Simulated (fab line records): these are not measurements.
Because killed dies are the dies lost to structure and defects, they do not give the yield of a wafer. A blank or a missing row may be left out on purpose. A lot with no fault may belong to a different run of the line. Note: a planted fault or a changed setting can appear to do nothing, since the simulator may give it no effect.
fab line records	flow sky130
[record] lots = 12	wafers = 36	last-day = 50
route steps=708 shown METAL3@566 METAL4@629 VIA4@641 METAL5@666 PAD_OPEN@708
lots that met no fault: taken from a fault-free run of the same line
start-h: hours from the record's first day to the start of the lot's first wafer shown	wait-h: hours elapsed since this lot's preceding step	" as in the row above	L1.1+2: a single row standing in for several wafers	- no value, or no start given	* or withheld: withheld	< > ~ a bound
route shown NAME@n: names a module that has steps shown in the file, with the first one's number in the route	usual: mean and standard deviation over wafers with no fault	same: alike in all rows	chamber/n: place in a boat	sites: each site's reading	_std_site: standard deviation of those values	_edge_site: the outer-site mean with the inner-site mean subtracted	radius-mm: for every site, how far away it sits from the centre of the wafer	mask NAME#n: copy n	behind: tool/chamber where the wafer was last shaped	hold: the reason the lot was held/the length of the hold in hours/how it ended	device: which transistor (n, p or np) failed to switch	end of line: tests of these same wafers at the route's end	a step without rows: its recipe alone	killed: at the first sort, the dies lost to defects and structure; wafer yield is something else	map: a wafer's dies, x killed, . not, _ none there
set.NAME: the setting the step ran with; set.NAME@STEP: the setting that earlier step ran with	model.NAME: the simulator's own value behind a step, which no gauge read
steps of the route over a sample of lots; a table a step, a row a wafer
services: a tool's chamber out of use, with start hour (start-h, from the record's first day; less than 0 if before it), hours out, and reason
[[steps]]
[step SKY_METAL3_ETCH_16]
[recipe] chemistry = N2/H2	target = BARC	ion-energy-ev = 200	bias-w = 100	pressure-mtorr = 30	n2-flow-sccm = 100	h2-flow-sccm = 200	icp-w = 500	stop-on = SiO2	time-s = 88.2	target-depth-a = 600
[usual] drypump-motor-current-A = 5.9/0.47	he-backside-leak-sccm = 3.29/0.19	oes-product-au = 0.627/0.005	throttle-valve-pct = 13.205/0.009
lot.wafer	tool	chamber	start-h	wait-h	drypump-motor-current-A	he-backside-leak-sccm	oes-product-au	rf-hours-counter-h	throttle-valve-pct
L926.1	rie-metal-02	0	913.31	0.0	5.4	2.98	0.632	9	13.200
L926.3	"	1	"	"	6.2	3.20	0.627	-	13.208
L926.6	"	0	"	"	5.4	2.92	0.624	-	13.215
L927.2	rie-metal-01	1	914.86	0.0	5.3	3.38	0.634	13	13.199
L927.5	"	1	"	"	5.4	3.36	0.624	-	13.198
L927.6	"	0	"	"	6.6	3.25	0.628	-	13.198
L928.2	rie-metal-04	1	926.45	0.0	5.6	3.07	0.630	11	13.209
L928.3	"	1	"	"	5.6	3.28	0.625	-	13.216
L928.4	"	0	"	"	6.1	3.04	0.622	-	13.197
L929.3	rie-metal-01	1	929.44	0.0	5.4	3.24	0.635	-	13.186
L929.5	"	1	"	"	5.3	3.33	0.629	-	13.211
L929.6	"	0	"	"	6.6	3.51	0.620	-	13.211
L936.1	rie-metal-02	1	986.45	0.0	6.1	3.44	0.628	8	13.219
L936.2	"	0	"	"	5.4	3.05	0.633	12	13.197
L936.3	"	1	"	"	6.2	3.02	0.632	-	13.212
L937.3	rie-metal-02	1	992.04	0.0	6.1	3.34	0.628	-	13.189
L937.5	"	0	"	"	5.4	3.13	0.619	-	13.219
L937.6	"	1	"	"	6.2	3.40	0.636	-	13.215
L942.1	rie-metal-01	0	1026.30	0.0	6.6	3.35	0.624	11	13.205
L942.4	"	0	"	"	6.6	3.22	0.630	-	13.205
L942.5	"	1	"	"	5.3	3.17	0.623	-	13.207
L945.3	rie-metal-04	1	1042.34	0.0	5.6	3.01	0.627	-	13.203
L945.4	"	0	"	"	6.1	3.17	0.627	-	13.199
L945.6	"	1	"	"	5.6	3.02	0.624	-	13.200
L946.1	rie-metal-04	1	1046.90	0.0	5.6	3.17	0.611	18	13.213
L946.2	"	0	"	"	6.1	3.56	0.624	16	13.220
L946.6	"	0	"	"	6.1	3.73	0.636	-	13.203
L947.2	rie-metal-04	1	1054.35	0.0	5.6	2.93	0.633	18	13.203
L947.4	"	0	"	"	6.1	3.61	0.620	-	13.187
L947.6	"	1	"	"	5.6	3.12	0.625	-	13.205
L948.1	rie-metal-01	0	1065.32	0.0	6.5	3.18	0.625	14	13.208
L948.4	"	1	"	"	5.3	3.28	0.637	-	13.197
L948.6	"	1	"	"	5.4	3.32	0.623	-	13.215
L949.1	rie-metal-01	1	1066.02	0.0	5.3	3.63	0.622	23	13.206
L949.2	"	0	"	"	6.6	3.45	0.624	14	13.190
L949.6	"	0	"	"	6.5	3.53	0.621	-	13.198
[step SKY_METAL4_CD_MEAS_13]
[recipe] target-cd-nm = 300
[usual] cd-nm = 299.5/1.4
lot.wafer	tool	chamber	start-h	wait-h	cd-nm
L926.1	cd-sem-02	-	991.82	-	297.6
L926.3	"	-	"	"	299.4
L926.6	"	-	"	"	298.3
L927.2	cd-sem-02	-	992.49	-	300.2
L927.5	"	-	"	"	300.0
L927.6	"	-	"	"	299.8
L928.2	cd-sem-01	-	1002.83	-	300.7
L928.3	"	-	"	"	300.7
L928.4	"	-	"	"	299.9
L929.3	cd-sem-01	-	1005.94	-	297.0
L929.5	"	-	"	"	297.4
L929.6	"	-	"	"	297.6
L936.1	cd-sem-02	-	1056.70	-	298.5
L936.2	"	-	"	"	299.6
L936.3	"	-	"	"	299.5
L937.3	cd-sem-01	-	1064.84	-	300.0
L937.5	"	-	"	"	299.9
L937.6	"	-	"	"	298.9
L942.1	cd-sem-02	-	1092.90	-	298.4
L942.4	"	-	"	"	298.3
L942.5	"	-	"	"	297.7
L945.3	cd-sem-02	-	1110.91	-	299.3
L945.4	"	-	"	"	298.4
L945.6	"	-	"	"	298.2
L946.1	cd-sem-01	-	1114.97	-	298.4
L946.2	"	-	"	"	297.3
L946.6	"	-	"	"	297.6
L947.2	cd-sem-01	-	1118.42	-	299.9
L947.4	"	-	"	"	299.7
L947.6	"	-	"	"	299.5
L948.1	cd-sem-02	-	1131.86	-	298.9
L948.4	"	-	"	"	298.7
L948.6	"	-	"	"	298.2
L949.1	cd-sem-02	-	1132.59	-	302.3
L949.2	"	-	"	"	300.8
L949.6	"	-	"	"	302.6
[step SKY_VIA4_CMP_02]
[recipe] material = SiO2	down-force-psi = 4	platen-rpm = 60	pad-velocity-m-s = 0.94248
[usual] motor-current-A = 11.7/1.5
lot.wafer	tool	chamber	start-h	wait-h	motor-current-A
L926.3	cmp-02	2	993.20	0.0	10.2
L926.1	"	3	"	"	11.6
L926.6	"	2	"	"	10.7
L927.2	cmp-02	0	993.83	0.1	9.8
L927.5	"	3	"	"	12.1
L927.6	"	0	"	"	9.5
L928.2	cmp-01	3	1004.27	0.1	13.8
L928.4	"	0	"	"	13.6
L928.3	"	1	"	"	12.2
L929.3	cmp-02	3	1008.26	1.0	11.8
L929.5	"	3	"	"	12.8
L929.6	"	0	"	"	9.8
L936.3	cmp-02	3	1058.01	0.0	13.3
L936.1	"	0	"	"	9.4
L936.2	"	2	"	"	10.6
L937.3	cmp-01	0	1066.81	0.6	13.1
L937.6	"	0	"	"	13.6
L937.5	"	1	"	"	12.3
L942.1	cmp-02	1	1094.43	0.1	10.6
L942.4	"	3	"	"	12.4
L942.5	"	0	"	"	10.0
L945.3	cmp-02	1	1112.24	0.1	10.3
L945.4	"	2	"	"	9.7
L945.6	"	1	"	"	11.1
L946.1	cmp-02	1	1116.39	0.1	10.3
L946.2	"	3	"	"	12.5
L946.6	"	0	"	"	9.7
L947.4	cmp-02	3	1119.95	0.1	12.4
L947.2	"	1	"	"	10.7
L947.6	"	3	"	"	12.6
L948.4	cmp-02	1	1134.04	0.6	10.6
L948.1	"	0	"	"	9.8
L948.6	"	1	"	"	10.2
L949.1	cmp-01	3	1135.93	2.0	13.1
L949.2	"	1	"	"	12.0
L949.6	"	0	"	"	13.9
[step SKY_METAL5_RS_MEAS_05]
[recipe] thk-meas-gauge = four-point-probe	reads = TiN_of_METAL5_SPUTTER_04+Ti_of_METAL5_SPUTTER_03+AlCu_of_METAL5_SPUTTER_02+TiN_of_METAL5_SPUTTER_01+Ti_of_METAL5_SPUTTER_00
[usual] METAL5_ALCU_RS = 0.0273/0.00033
lot.wafer	tool	chamber	start-h	wait-h	METAL5_ALCU_RS[ohm/sq]
L926.1	film-metro-03	-	1018.67	0.0	0.0279
L926.3	"	-	"	"	0.0271
L926.6	"	-	"	"	0.0277
L927.2	film-metro-03	-	1018.99	0.0	0.0272
L927.5	"	-	"	"	0.0272
L927.6	"	-	"	"	0.0273
L928.2	film-metro-03	-	1029.19	0.0	0.0272
L928.3	"	-	"	"	0.0273
L928.4	"	-	"	"	0.0271
L929.3	film-metro-01	-	1032.05	0.1	0.0270
L929.5	"	-	"	"	0.0270
L929.6	"	-	"	"	0.0272
L936.1	film-metro-04	-	1078.76	0.0	0.0273
L936.2	"	-	"	"	0.0275
L936.3	"	-	"	"	0.0275
L937.3	film-metro-04	-	1089.50	0.1	0.0277
L937.5	"	-	"	"	0.0276
L937.6	"	-	"	"	0.0275
L942.1	film-metro-03	-	1116.71	0.0	0.0271
L942.4	"	-	"	"	0.0271
L942.5	"	-	"	"	0.0266
L945.3	film-metro-03	-	1136.35	0.1	0.0273
L945.4	"	-	"	"	0.0273
L945.6	"	-	"	"	0.0275
L946.1	film-metro-04	-	1138.71	0.0	0.0277
L946.2	"	-	"	"	0.0275
L946.6	"	-	"	"	0.0277
L947.2	film-metro-01	-	1141.40	0.0	0.0275
L947.4	"	-	"	"	0.0271
L947.6	"	-	"	"	0.0271
L948.1	film-metro-01	-	1154.72	0.0	0.0272
L948.4	"	-	"	"	0.0268
L948.6	"	-	"	"	0.0268
L949.1	film-metro-03	-	1155.32	0.0	0.0274
L949.2	"	-	"	"	0.0276
L949.6	"	-	"	"	0.0276
[step SKY_PAD_OPEN_PROBE_99]
[usual] defect-limited-yield = 82.6/1.9	killed_at_M0_to_M3 = 43/5.9	killed_at_M4_up = 2.9/1.5	killed-at-contacts = 24/5	killed-at-front-end = 15/4.8	killed-at-other = 0.2/0.5	killed-dies = 86/9.3	killed-open = 47/7.1	killed-short = 38/6.3	sort_bin_3_pad_short = 0.8/0.42	sort_bin_5_function = 10.2/1.4	sort_bin_6_memory = 6.4/1.1	sort-n-pass = 406/9.3	sort-yield-pct = 82.6/1.9
[same] gross-dies = 492	killed-at-back-side = 0	sort_bin_4_leakage[%] = 0	sort_bin_8_speed[%] = 0
lot.wafer	tool	chamber	start-h	wait-h	defect-limited-yield[%]	killed_at_M0_to_M3	killed_at_M4_up	killed-at-contacts	killed-at-front-end	killed-at-other	killed-dies	killed-open	killed-short	sort_bin_3_pad_short[%]	sort_bin_5_function[%]	sort_bin_6_memory[%]	sort-n-pass	sort-yield-pct[%]
L936.1	prober-01	-	1141.64	0.1	82.9	47	6	18	13	0	84	45	39	0.8	10.6	5.7	408	82.9
L936.2	prober-01	-	1141.69	0.1	69.9	104	3	22	19	0	148	56	30	4.7	17.1	8.3	344	69.9
L936.3	prober-01	-	1141.74	0.2	83.3	44	2	29	7	0	82	48	34	1.4	8.3	6.9	410	83.3
L937.3	prober-02	-	1152.77	0.2	85.4	43	2	14	13	0	72	35	37	0.4	8.3	5.9	420	85.4
L937.5	prober-02	-	1152.87	0.2	72.6	95	3	20	17	0	135	48	33	3.7	17.9	5.9	357	72.6
L937.6	prober-02	-	1152.92	0.2	82.3	50	5	11	21	0	87	47	40	1.2	10.4	6.1	405	82.3
// killed by level:class
L936.1 VIA1:geometric-particle:open=10 VIA2:geometric-particle:open=8 METAL1:geometric-particle:short=8 LI_CONTACT:geometric-particle:open=7 LOCAL_INTERCONNECT:geometric-particle:short=6 METAL2:geometric-particle:short=6 CONTACT:geometric-particle:open=4 VIA3:geometric-particle:open=4
L936.2 METAL3:unspecified=62 VIA1:geometric-particle:open=11 LI_CONTACT:geometric-particle:open=8 CONTACT:geometric-particle:open=7 VIA2:geometric-particle:open=7 VIA3:geometric-particle:open=6 METAL1:geometric-particle:short=6 METAL3:geometric-particle:short=6
L936.3 VIA3:geometric-particle:open=12 CONTACT:geometric-particle:open=10 VIA1:geometric-particle:open=10 CONTACT:geometric-particle:short=6 LOCAL_INTERCONNECT:geometric-particle:short=5 VIA2:geometric-particle:open=5 VIA1:geometric-particle:short=5 METAL1:geometric-particle:short=4
L937.3 VIA1:geometric-particle:open=10 LI_CONTACT:geometric-particle:open=6 VIA2:geometric-particle:open=6 METAL2:geometric-particle:short=6 VIA2:geometric-particle:short=5 METAL1:geometric-particle:short=5 VIA1:geometric-particle:short=5 FIELD_ISO:geometric-particle:short=3
L937.5 METAL3:unspecified=54 VIA1:geometric-particle:open=14 LI_CONTACT:geometric-particle:open=7 CONTACT:geometric-particle:open=7 VIA1:geometric-particle:short=6 VIA3:geometric-particle:open=5 FIELD_ISO:geometric-particle:open=4 POLY_GATE:geometric-particle:open=4
L937.6 VIA1:geometric-particle:open=14 METAL1:geometric-particle:short=8 VIA2:geometric-particle:open=7 FIELD_ISO:geometric-particle:open=5 POLY_GATE:geometric-particle:short=5 METAL2:geometric-particle:short=5 VIA2:geometric-particle:short=5 POLY_GATE:geometric-particle:open=4
[[services]]
tool	chamber	start-h	hours	kind
cmp-02	-	912.02	4.0	pm
cmp-02	-	916.02	-	consumable-replace:conditioner
cmp-02	-	916.02	-	consumable-replace:pad
rie-metal-04	-	919.00	0.5	repair
rie-metal-04	0	920.10	4.3	repair
cmp-02	-	926.66	1.1	repair
cmp-02	-	950.96	6.9	pm
cmp-01	-	969.91	3.4	repair
rie-metal-04	0	978.51	1.7	repair
cmp-01	-	1005.59	6.5	repair
rie-metal-04	0	1015.94	1.2	repair
cmp-02	-	1033.50	1.4	repair
rie-metal-02	1	1050.84	4.1	repair
cmp-01	-	1052.34	0.3	repair
cmp-02	-	1052.42	1.0	repair
cmp-02	-	1063.44	6.5	pm
cmp-01	-	1084.00	4.0	pm
rie-metal-01	1	1085.52	7.9	repair
cmp-01	-	1088.00	-	consumable-replace:conditioner
cmp-01	-	1088.00	-	consumable-replace:pad
rie-metal-04	1	1116.99	4.1	repair
cmp-01	-	1130.62	5.3	pm
[[key]]
[first-sign] step = SKY_PAD_OPEN_PROBE_99	reading = killed_at_M0_to_M3	direction = up	sigmas = 9.5	usual = 43	struck = 100
[effect] step = SKY_PAD_OPEN_PROBE_99	reading = sort_bin_3_pad_short	direction = up	sigmas = 8.1	usual = 0.8	struck = 4.2
met-at SKY_METAL3_ETCH_16
struck-lots L936,L937
struck-wafers L936.2,L937.5
not-acting-at SKY_METAL4_CD_MEAS_13,SKY_VIA4_CMP_02,SKY_METAL5_RS_MEAS_05
onset-between 913.31 986.45
[fault] kind = chamber-particle-source	tool = rie-metal-02	chamber = 0	onset-h = 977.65	steps = SKY_METAL3_ETCH_16	rate-per-visit-cm2 = 1.4295	end-h = 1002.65
